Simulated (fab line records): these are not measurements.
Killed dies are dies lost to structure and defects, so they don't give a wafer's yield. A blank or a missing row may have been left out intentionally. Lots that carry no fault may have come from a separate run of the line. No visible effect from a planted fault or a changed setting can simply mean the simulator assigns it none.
Which tool did it? ; flow sfq line ; Sampling: 14 lots, 42 wafers, 4 of 325 route steps

WHAT EACH GAUGE READ, for each wafer
SFQ_I2_BOW_MEAS_917.
lot;measured;on;I2_BOW (um)
L102;day 23 15:25;film metro-03;-19 -22 -23
L105;day 30 03:41;film metro-02;4 -5 5
L106;day 30 11:46;film metro-01;-1 -5 -3
L107;day 30 20:33;film metro-03;25 13 24
L108;day 30 23:32;film metro-02;-7 1 4
L109;day 31 03:05;film metro-01;7 0 3
L115;day 31 23:29;film metro-01;2 18 12
L116;day 32 01:17;film metro-02;-4 -2 8
L117;day 32 04:28;film metro-01;-10 -15 -10
L118;day 32 06:14;film metro-02;15 4 16
L121;day 32 14:26;film metro-02;17 7 14
L122;day 32 15:11;film metro-03;-3 -3 3
L123;day 32 18:10;film metro-02;6 -7 2
L125;day 32 21:11;film metro-01;-4 -9 -10

TOOL THAT RAN EACH LOT (tool first, then ch and the chambers of the sampled wafers, then the start)
lot;SFQ_TRILAYER_M0_BARC_OPEN_METAL_ETCH_031;SFQ_TRILAYER_I0_DEP_PECVD_027;SFQ_TRILAYER_M2_BARC_OPEN_METAL_ETCH_077
L102;rie metal-03 ch 0,1, day 8 16:34;pecvd-04 ch 1,2, day 8 17:31;rie metal-03 ch 1, day 23 09:59
L105;rie metal-01 ch 0,1, day 12 13:28;pecvd-02 ch 1,2, day 12 14:25;rie metal-01 ch 0,1, day 29 21:52
L106;rie metal-03 ch 0,1, day 13 05:04;pecvd-01 ch 1,2, day 13 06:01;rie metal-03 ch 0,1, day 30 07:28
L107;rie metal-01 ch 0,1, day 13 06:17;pecvd-04 ch 0,1,2, day 13 07:16;rie metal-04 ch 0,1, day 30 14:41
L108;rie metal-03 ch 0,1, day 13 07:29;pecvd-02 ch 1,2, day 13 08:25;rie metal-01 ch 0,1, day 30 18:17
L109;rie metal-04 ch 0,1, day 13 08:40;pecvd-01 ch 1,2, day 13 09:37;rie metal-04 ch 0,1, day 30 21:52
L115;rie metal-01 ch 0,1, day 13 17:04;pecvd-02 ch 1,2, day 13 18:02;rie metal-04 ch 0,1, day 31 18:06
L116;rie metal-03 ch 0, day 13 18:20;pecvd-01 ch 0,2, day 13 20:05;rie metal-03 ch 0,1, day 31 19:18
L117;rie metal-01 ch 0,1, day 13 19:29;pecvd-04 ch 1,2, day 13 20:25;rie metal-01 ch 0,1, day 32 00:24
L118;rie metal-03 ch 0,1, day 13 20:40;pecvd-02 ch 0,1, day 13 21:37;rie metal-04 ch 0,1, day 32 01:35
L121;rie metal-04 ch 0,1, day 14 00:16;pecvd-02 ch 1,2, day 14 01:13;rie metal-04 ch 0,1, day 32 05:11
L122;rie metal-04 ch 0,1, day 14 01:28;pecvd-01 ch 1,2, day 14 02:25;rie metal-03 ch 1, day 32 06:23
L123;rie metal-01 ch 0,1, day 14 06:01;pecvd-02 ch 0,1,2, day 14 06:59;rie metal-04 ch 0,1, day 32 08:47
L125;rie metal-01 ch 0,1, day 14 20:25;pecvd-04 ch 0,1, day 14 21:23;rie metal-01 ch 0,1, day 32 11:11
- SFQ_TRILAYER_M0_BARC_OPEN_METAL_ETCH_031: etches BARC in O2, target depth 125 nm, time 41.7 s.
- SFQ_TRILAYER_I0_DEP_PECVD_027: deposits SiO2 from SiH4/N2O, time 111.11 s, target thk 500 nm.
- SFQ_TRILAYER_M2_BARC_OPEN_METAL_ETCH_077: etches BARC in O2, target depth 125 nm, time 41.7 s.

WHAT THE TOOLS THEMSELVES READ (means of the sampled wafers that have a number; where no wafer has one, the mark that the record gives instead)
SFQ_TRILAYER_M0_BARC_OPEN_METAL_ETCH_031.
lot;tool;drypump motor current A (A);oes product au (a.u.);run length s (s)
L102;rie metal-03;5.8;0.681;69.9
L105;rie metal-01;5.8;0.688;69.9
L106;rie metal-03;6.0;0.679;70.0
L107;rie metal-01;5.7;0.686;70.0
L108;rie metal-03;6.1;0.690;69.9
L109;rie metal-04;5.9;0.676;70.3
L115;rie metal-01;5.7;0.682;70.1
L116;rie metal-03;5.5;0.649;76.1
L117;rie metal-01;5.8;0.687;70.2
L118;rie metal-03;5.8;0.652;76.0
L121;rie metal-04;5.9;0.684;70.4
L122;rie metal-04;6.1;0.690;70.3
L123;rie metal-01;5.8;0.683;69.7
L125;rie metal-01;5.8;0.689;70.0

SFQ_TRILAYER_I0_DEP_PECVD_027.
lot;tool;heater power w (W);throttle valve pct (%)
L102;pecvd-04;79;23.2
L105;pecvd-02;73;26.0
L106;pecvd-01;85;22.8
L107;pecvd-04;80;23.4
L108;pecvd-02;80;26.1
L109;pecvd-01;84;23.0
L115;pecvd-02;76;25.9
L116;pecvd-01;78;23.2
L117;pecvd-04;77;23.5
L118;pecvd-02;82;26.4
L121;pecvd-02;69;25.3
L122;pecvd-01;82;23.2
L123;pecvd-02;78;25.8
L125;pecvd-04;85;23.3

SFQ_TRILAYER_M2_BARC_OPEN_METAL_ETCH_077.
lot;tool;drypump motor current A (A);oes product au (a.u.);run length s (s)
L102;rie metal-03;6.34;0.682;69.96
L105;rie metal-01;5.78;0.684;70.20
L106;rie metal-03;5.79;0.686;69.97
L107;rie metal-04;6.12;0.686;70.28
L108;rie metal-01;5.75;0.683;69.75
L109;rie metal-04;5.92;0.682;70.23
L115;rie metal-04;5.90;0.686;70.16
L116;rie metal-03;5.80;0.682;70.18
L117;rie metal-01;5.75;0.685;70.20
L118;rie metal-04;6.12;0.681;70.52
L121;rie metal-04;6.11;0.688;70.37
L122;rie metal-03;6.29;0.686;69.77
L123;rie metal-04;6.12;0.690;70.13
L125;rie metal-01;5.74;0.685;69.78

THE ANSWER, worked out from the rows above alone
Rule: what is usual is taken from the lots themselves. The widest of any qualifying gaps counts: lots, ordered by their means at a reading, are off when they make up no more than a third of the lots, leave a main group of 4 or more, and stand apart from it by 3 or more times the standard deviation of that group's means. Not used: any main group whose means are identical at the precision the tables above print for the reading. A lot without any number at a reading at which 4 lots or more have one is off too. The other lots that the step has rows for count as sound. After the gauges, taken in route order, come the tools' own readings; for these a lot's mean is taken, as printed above. The first step at which some lot is off is used, and at that step the reading that is off furthest; a lot without a number counts as furthest.
Off: L116, L118 (SFQ_TRILAYER_M0_BARC_OPEN_METAL_ETCH_031, run length s). The main group: mean 70.1 s, standard deviation 0.2.
A tool fits if, at that step or a process step before it, it ran every lot that is off, and no sound lot after the first of them. One candidate fits, namely rie metal-03 at SFQ_TRILAYER_M0_BARC_OPEN_METAL_ETCH_031. Its last sound lot is L108 (day 13 07:29), its first lot that is off L116 (day 13 18:20): a fault that began between those two fits.
The tool's own readings at SFQ_TRILAYER_M0_BARC_OPEN_METAL_ETCH_031 bear it out: on the lots that are off they differ by more than 5 times the standard deviation of the sound lots' means. oes product au reads 0.651 a.u. there against 0.685 a.u. on the sound lots; run length s reads 76.0 s there against 70.1 s on the sound lots.

WHAT WAS PUT IN BY THE SIMULATOR
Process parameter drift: rie metal-03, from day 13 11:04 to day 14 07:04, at SFQ_TRILAYER_M0_BARC_OPEN_METAL_ETCH_031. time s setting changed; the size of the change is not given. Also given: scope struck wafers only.
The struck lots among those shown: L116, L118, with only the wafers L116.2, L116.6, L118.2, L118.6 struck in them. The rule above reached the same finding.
